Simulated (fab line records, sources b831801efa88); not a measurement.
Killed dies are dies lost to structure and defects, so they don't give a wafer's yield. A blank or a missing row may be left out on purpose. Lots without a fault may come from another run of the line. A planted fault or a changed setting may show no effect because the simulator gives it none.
A struck lot beside a sound one | flow sky130 | 15 steps out of a route of 708
Sound: wafers L378.3, L378.4, L378.6. Struck: wafers L366.1, L366.5. (L366.3 of the same lot was not struck and is left out.) The cause comes at the end.
At each step with rows: each side's tool, then ch and its chambers, then its first start. Under that, the readings that differ: sound wafers | struck wafers | difference of the means | sigmas: that difference in standard deviations of wafers without a fault.
alike: readings whose means differ by less than 2 such deviations, and words and numbers that are the same on both sides. not compared: withheld readings, readings that some wafer has no value for, bounds like >300 that may hide the same value, and numbers for which the record gives no deviation and whose values overlap.
The two part at a step that has a row with sigmas, a row that says differs or no value, or rows on one side only. Numbers that don't overlap but have no deviation are shown without sigmas and don't part them. A reading that every wafer of one side lacks parts them only if that side has two wafers or more.

SKY_VIA3_CD_MEAS_12: target cd 200 nm.
  sound on cd_sem-02, day 45 08:13; struck on cd_sem-02, day 42 06:01
  alike: cd_nm
SKY_VIA3_OVL_MEAS_13:
  sound on overlay-02, day 45 08:19; struck on overlay-02, day 42 06:08
  alike: VIA3_OVL
then, 1 step without rows for these wafers: SKY_VIA3_ETCH_14 (etches BARC in N2/H2, stops on SiO2, time 45.9 s, target depth 60 nm).
SKY_VIA3_ETCH_15: etches SiO2 in C4F8/O2/Ar, stops on TiN, target depth 507 nm, time 78 s.
  sound on rie_diel-04 ch 0,2,3, day 45 08:22; struck on rie_diel-04 ch 0,1, day 42 06:13
  alike: oes_product_au
  not compared: rf_hours_counter_h
SKY_VIA3_STRIP_16: strips in O2/N2.
  sound on plasma_asher-01 ch 0,1, day 45 08:28; struck on plasma_asher-01 ch 1, day 42 06:17
  alike: drypump_motor_current_A, oes_product_au, strip_time_to_endpoint_s
  not compared: rf_hours_counter_h
then, 3 steps without rows for these wafers: SKY_VIA3_STRIP_17 (strips in post etch residue remover, time 1200 s); SKY_VIA3_CLEAN_18 (cleans in IPA, time 180 s); SKY_VIA3_CLEAN_19 (cleans in O3/DIW).
SKY_VIA3_SPUTTER_20: material TiN, target thk 20 nm, time 80 s.
  sound on pvd_sputter-02, day 45 09:01; struck on pvd_sputter-01, day 42 06:53
  alike: throttle_valve_pct
SKY_VIA3_CVD_21: deposits W, target thk 390 nm, time 117.31 s.
  sound on cvd_w-02 ch 0,1, day 45 09:08; struck on cvd_w-02 ch 0,1, day 42 06:57
  alike: heater_power_w
SKY_VIA3_RS_MEAS_22: measures by four-point-probe.
  sound on film_metro-03, day 45 09:15; struck on film_metro-01, day 42 07:04
  alike: VIA3_W_RS
SKY_VIA3_THK_MEAS_23: measures by xrf.
  sound on film_metro-03, day 45 09:21; struck on film_metro-01, day 42 07:11
  alike: VIA3_W_THK
SKY_VIA3_CMP_24: polishes, stops on SiO2, t overpolish 20 s, target thk 0 nm.
  sound on cmp-01 ch 2,3, day 45 09:26; struck on cmp-02 ch 2, day 42 07:15
  reading              | sound                | struck        | difference | sigmas
  overpolish_run_s (s) | 20.007 20.005 19.991 | 22.568 22.561 | +2.564     | +99 or more
  platen_rpm (rpm)     | 60.04 60.00 60.07    | 59.97 59.97   | -0.07      | -2
  t_overpolish_s (s)   | 20 20 20             | 22.573 22.573 | +2.573     |
  alike: motor_current_A, retaining_ring_pressure_frac, time_to_endpoint_s
SKY_METAL4_SPUTTER_00: material Ti, target thk 15 nm, time 10 s.
  sound on pvd_sputter-04, day 45 09:41; struck on pvd_sputter-03, day 42 07:33
  alike: throttle_valve_pct
-- the record jumps here: 6 days lie between the struck wafers' starts before and after (it left off in module METAL4 and takes up again in module PAD_OPEN, whose first step shown is number 708 of the route) --
SKY_PAD_OPEN_PROBE_99:
  sound on prober-02, day 50 10:06; struck on prober-02, day 47 23:44
  alike: defect_limited_yield, killed_at_M0_to_M3, killed_at_M4_up, killed_at_contacts, killed_at_front_end, killed_at_other, killed_dies, killed_open, killed_short, sort_bin_3_pad_short, sort_bin_5_function, sort_bin_6_memory, sort_n_pass, sort_yield_pct

WHERE THEY PART
Only at SKY_VIA3_CMP_24, within this record. Later steps at which nothing parts them and some readings are alike: SKY_METAL4_SPUTTER_00, SKY_PAD_OPEN_PROBE_99.

WHY: what the simulator had put in
Process parameter drift: cmp-02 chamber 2, from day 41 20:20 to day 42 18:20, at SKY_VIA3_CMP_24. Setting t_overpolish_s, moved by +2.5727, from 20. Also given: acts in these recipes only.
